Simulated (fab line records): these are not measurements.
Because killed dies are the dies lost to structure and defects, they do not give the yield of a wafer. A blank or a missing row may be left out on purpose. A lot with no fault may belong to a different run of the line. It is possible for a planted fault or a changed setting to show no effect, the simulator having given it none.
8D (eight disciplines) problem report, filled in by code ; flow sky130 ; the parts of the form that need people (team, actions taken, sign-off) are left out

## 1. WHAT WENT WRONG
Wafers without a fault read 0.852 a.u. with a standard deviation of 0.0057, while oes_product_au at SKY_METAL2_METAL_ETCH_19 averages 0.742 a.u. across 2 wafers of 1 lot. That is -19 standard deviations from the usual mean.
The step: etches the open film in Cl2/BCl3, stops on SiO2, target depth 360 nm, time 78 s.
First observed at day 37 19:41: wafer L624.1, on rie_metal-02. At this step, 38 wafers from 13 lots have a number in the record. Rule for "out" (also "out of limits"): further than 4 standard deviations from the usual mean. All remaining wafers that have a number are taken as sound.

## 2. WHAT IT IS; WHAT IT IS NOT
question;is;is not
which readings at this step;oes_product_au;chamber_pressure_mTorr, drypump_motor_current_A, throttle_valve_pct
which lots;L624;L615, L616, L617, L620, L629, L630, L633, L634, L635, L636, L637, L638
which wafers of those lots;all that have a number;-
read on which tools;rie_metal-02;rie_metal-01, rie_metal-03
when;from day 37 19:41;"up to then (12 sound wafers); but 24 sound wafers of L629, L630, L633, L634, L635, L636, L637, L638 came after"

## 3. THE SUSPECTS, EACH WITH WHAT RULES IT OUT
Counting: a tool stays on the suspect list if, at a process step up to the reading, it processed all lots that are out and no sound lot following the first of them.
- pvd_sputter-01 at SKY_METAL2_SPUTTER_04 (material TiN, target thk 70 nm, time 58.3 s): ruled out as a lasting fault. Following L624 (day 36 17:31), the first lot on it that is out, the sound lots L636, L638 were run on it.
- rie_metal-02 at SKY_METAL2_ETCH_18 (etches BARC in N2/H2, stops on SiO2, time 45.9 s, target depth 60 nm): ruled out as a lasting fault. Following L624 (day 37 19:36), the first lot on it that is out, the sound lots L635, L637 were run on it.
- rie_metal-02 at SKY_METAL2_METAL_ETCH_19 (etches the open film in Cl2/BCl3, stops on SiO2, target depth 360 nm, time 78 s): ruled out as a lasting fault. Following L624 (day 37 19:41), the first lot on it that is out, the sound lots L635, L637 were run on it.
Left after counting: nothing in the record.

## 4. THE CAUSE (what the simulator had put in)
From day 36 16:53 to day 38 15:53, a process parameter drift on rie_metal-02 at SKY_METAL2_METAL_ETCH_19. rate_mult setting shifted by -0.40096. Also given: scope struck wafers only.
Counting ruled it out, wrongly.

## 5. THE EFFECT CHAIN, in route order
One row per reading whose mean, taken over the struck wafers that have a number, lies over 3 standard deviations from the usual. Only readings whose record carries a usual standard deviation are examined. hours: median over the lots of the time between each lot's start at the first step of this table that gives one and its start at this step. sigmas: the change, counted in usual standard deviations.
hours;step;reading;usual;on struck wafers;change;sigmas
0;SKY_METAL2_METAL_ETCH_19;oes_product_au;0.852 a.u.;0.742;-0.110;-19
0;SKY_METAL2_STRIP_20;oes_product_au;0.344 a.u.;0.390;+0.046;+9.5
0;SKY_METAL2_STRIP_20;strip_time_to_endpoint_s;2.73 s;3.75;+1.02;+30
Its process steps:
- SKY_METAL2_METAL_ETCH_19: etches the open film in Cl2/BCl3, stops on SiO2, target depth 360 nm, time 78 s.
- SKY_METAL2_STRIP_20: strips in O2/N2.

## 6. HOW IT WOULD HAVE BEEN CAUGHT EARLIER
First out-of-limits reading in this record: day 37 19:41, which is 27 hours after fault onset at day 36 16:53.
